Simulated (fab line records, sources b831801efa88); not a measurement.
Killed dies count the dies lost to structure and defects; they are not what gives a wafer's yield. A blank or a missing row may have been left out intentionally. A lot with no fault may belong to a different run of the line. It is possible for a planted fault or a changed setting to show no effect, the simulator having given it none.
A single fault, viewed from 2 desks | flow gf180mcu | only its own numbers are on each desk; what lay behind them is given at the end

FROM THE METROLOGY DESK
What the gauges read, lot by lot, whatever tool the lot ran on: means of the sampled wafers that have a number. Marked OUT: a lot whose mean sits more than 4 standard deviations from the usual mean, which makes it out of limits; the brackets give that distance.
Columns: A = HV_LDD_CVD_56_THK at GF_HV_LDD_THK_MEAS_57, usual 90.0 nm; B = CONTACT_CVD_02_THK at GF_CONTACT_THK_MEAS_03, usual 858 nm; C = CONTACT_OVL at GF_CONTACT_OVL_MEAS_15, usual 2 nm
lot  | first seen here | A    | B             | C
L744 | day 12 13:04    | 91.1 | 863           | 0
L745 | day 12 16:01    | 89.6 | 857           | 4
L746 | day 13 00:32    | 89.0 | 840           | 6
L747 | day 13 11:04    | 89.3 | 860           | 1
L748 | day 13 11:50    | 90.1 | 865           | -1
L750 | day 14 09:31    | 90.6 | 853           | 4
L756 | day 17 02:56    | 90.8 | 975 (+12) OUT | -5
L757 | day 17 07:16    | 90.3 | 968 (+11) OUT | 4
L760 | day 18 03:20    | 91.2 | 849           | 1
L765 | day 19 13:45    | 88.8 | 846           | 6
L766 | day 19 19:45    | 90.7 | 860           | 7
L767 | day 20 01:34    | 89.8 | 864           | 3
Per this desk, out of limits: L756, L757; the first was L756, day 20 01:25 (CONTACT_CVD_02_THK at GF_CONTACT_THK_MEAS_03). L744, L745, L746, L747, L748, L750, L760, L765, L766, L767 stayed within limits.

THE TOOL OWNER'S DESK: pecvd-02
The tool's own readings at GF_CONTACT_CVD_02 (deposits SiO2 from TEOS, target thk 860 nm, time 95.992 s): means of the sampled wafers that have a number, for each lot that ran on this tool. Marked OUT: a lot whose mean sits more than 4 standard deviations from the usual mean, which makes it out of limits; the brackets give that distance.
Columns: A = heater_power_w at GF_CONTACT_CVD_02, usual 677 W
lot  | first seen here | A
L744 | day 15 04:04    | 721
L745 | day 15 08:40    | 694
L746 | day 15 17:17    | 679
L748 | day 16 06:51    | 729
L756 | day 20 01:19    | 741
L757 | day 20 06:26    | 753
L765 | day 22 12:23    | 722
L766 | day 22 19:21    | 744
This desk's finding: nothing out of limits on any of the 8 lots.

PUT TOGETHER
L756, L757 would have let the metrology desk raise an alarm at day 20 01:25.
The tool owner's desk saw nothing out of limits.
On record at the tool owner's desk: L756, L757, within its limits.
On pecvd-02, each named lot ran GF_CONTACT_CVD_02.

WHAT THE SIMULATOR HAD INSERTED
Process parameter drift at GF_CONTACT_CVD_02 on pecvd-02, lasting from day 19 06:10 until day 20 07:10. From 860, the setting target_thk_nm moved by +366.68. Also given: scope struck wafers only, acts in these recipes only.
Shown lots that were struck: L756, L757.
Time in hours between the start of the fault and the first out-of-limits reading at each desk: metrology desk, 19.
